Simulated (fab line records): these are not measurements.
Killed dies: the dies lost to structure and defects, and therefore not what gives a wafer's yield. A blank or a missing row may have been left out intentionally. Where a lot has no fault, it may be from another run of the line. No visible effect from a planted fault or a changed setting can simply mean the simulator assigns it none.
A struck lot beside a sound one ; flow sky130 ; 18 steps out of a route of 708
Sound: the wafers L782.2, L782.3, L782.4. Wafers struck: L792.1, L792.2, L792.5. The cause comes at the end.
Each step with rows lists, per side, the tool, then ch with its chambers, then its first start. Under that, the readings that differ: sound wafers ; struck wafers ; difference of the means ; sigmas: that difference in standard deviations of wafers without a fault.
alike: words and numbers the same on both sides, and readings whose means are apart by under 2 such deviations; not compared: readings that were withheld, readings missing a value for some wafer, numbers with overlapping values and no deviation given by the record, and bounds like >300 which may hide the same value.
Wherever a step has rows on one side only, a row that says differs or no value, or a row with sigmas, the two part there. Numbers that don't overlap but have no deviation are shown without sigmas and don't part them. Lack of a reading on every wafer of one side parts them only where that side has two or more wafers.

first, 1 step without rows for these wafers: SKY_VT_ADJUST_PCH_IMPLANT_08.
SKY_VT_ADJUST_PCH_STRIP_09: strips in O2/N2.
  sound on plasma-asher-01 ch 0,1, day 12 14:15; struck on plasma-asher-02 ch 0,1, day 15 17:12
  alike: drypump-motor-current-A, oes-product-au, strip-time-to-endpoint-s
  not compared: rf-hours-counter-h
SKY_VT_ADJUST_PCH_TW_MEAS_10:
  sound on film-metro-02 at day 12 14:22; struck on film-metro-02 at day 15 17:18
  alike: VT_ADJUST_PCH_TW
then, 7 steps without rows for these wafers: SKY_SONOS_TUNNEL_DEHYDRATE_00 (time 60 s); SKY_SONOS_TUNNEL_HMDS_01 (prime time 60 s); SKY_SONOS_TUNNEL_COAT_02 (resist thk 1140 nm); SKY_SONOS_TUNNEL_SOFTBAKE_03 (time 60 s); SKY_SONOS_TUNNEL_EXPOSE_04 (exposes mask TUNM, target cd 410 nm); SKY_SONOS_TUNNEL_PEB_05; SKY_SONOS_TUNNEL_DEVELOP_06 (develop time 60 s).
SKY_SONOS_TUNNEL_CD_MEAS_07: target cd 410 nm.
  sound on cd-sem-01 at day 13 15:29; struck on cd-sem-02 at day 16 21:25
  alike: cd-nm
SKY_SONOS_TUNNEL_OVL_MEAS_08:
  sound on overlay-01 at day 13 15:36; struck on overlay-02 at day 16 21:32
  alike: SONOS_TUNNEL_OVL
SKY_SONOS_TUNNEL_IMPLANT_09:
  sound on implanter-04 ch 0, day 13 15:39; struck on implanter-04 ch 0, day 16 21:43
reading;sound;struck;difference;sigmas
dose-ions-cm2;9.996e+11 9.993e+11 9.995e+11;9.8e+10 1.008e+11 9.89e+10;-9.0e+11;-99 or more
faraday-current-uA;5.73 5.74 5.83;0.57 0.57 0.56;-5.20;-47
then, 2 steps without rows for these wafers: SKY_SONOS_TUNNEL_WET_ETCH_10 (etches SiO2 in dHF, target depth 14 nm, time 280 s); SKY_SONOS_TUNNEL_STRIP_11 (strips in SPM, time 600 s).
SKY_SONOS_TUNNEL_TW_MEAS_12:
  sound on film-metro-01 at day 13 16:03; struck on film-metro-01 at day 16 22:18
reading;sound;struck;difference;sigmas
SONOS_TUNNEL_TW;197.3 196.6 197.2;108.6 109.1 109.1;-88.1;-63
then, 1 step without rows for these wafers: SKY_SONOS_TUNNEL_CLEAN_13 (cleans in dHF, time 20 s).
-- the record jumps here: 33 days lie between the struck wafers' starts before and after (it left off in module SONOS_TUNNEL and takes up again in module PAD_OPEN, whose first step shown is number 708 of the route) --
SKY_PAD_OPEN_PROBE_99:
  sound on prober-02 at day 48 04:15; struck on prober-02 at day 49 13:12
reading;sound;struck;difference;sigmas
model.etest.tip-sonos.rs-ohm-sq;2764 2739 2720;2574 2559 2543;-182;
model.etest.sonos-uncharged.r-on-ohm-um;793.9 804.2 812.5;712.6 727.3 722.9;-82.6;
model.etest.sonos-programmed.off-log10-a-um;-14.17 -14 -13.99;-10.49 -11.21 -10.58;+3.29;
model.etest.sonos-programmed.vt-v (V);1.631 1.695 1.657;1.35 1.33 1.334;-0.32;
model.etest.sonos-baked.vt-v (V);1.091 1.131 1.112;0.8335 0.8027 0.8036;-0.2981;
model.etest.sonos-uncharged.vt-v (V);-0.4582 -0.4293 -0.4356;-0.7482 -0.6948 -0.6931;-0.2710;
model.etest.sonos-erased.vt-v (V);-2.384 -2.42 -2.442;-2.649 -2.655 -2.675;-0.244;
  alike: killed_at_M0_to_M3, killed_at_M4_up, killed-at-contacts, killed-at-front-end, killed-at-other, killed-dies, killed-on-rim, killed-open, killed-short

WHERE THEY PART
Last at SKY_SONOS_TUNNEL_TW_MEAS_12 as far as this record goes, first at SKY_SONOS_TUNNEL_IMPLANT_09. Later steps at which nothing parts them and some readings are alike: SKY_PAD_OPEN_PROBE_99.

WHY: whatever the simulator had introduced
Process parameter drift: implanter-04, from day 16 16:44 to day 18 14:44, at SKY_SONOS_TUNNEL_IMPLANT_09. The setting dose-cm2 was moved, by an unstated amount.
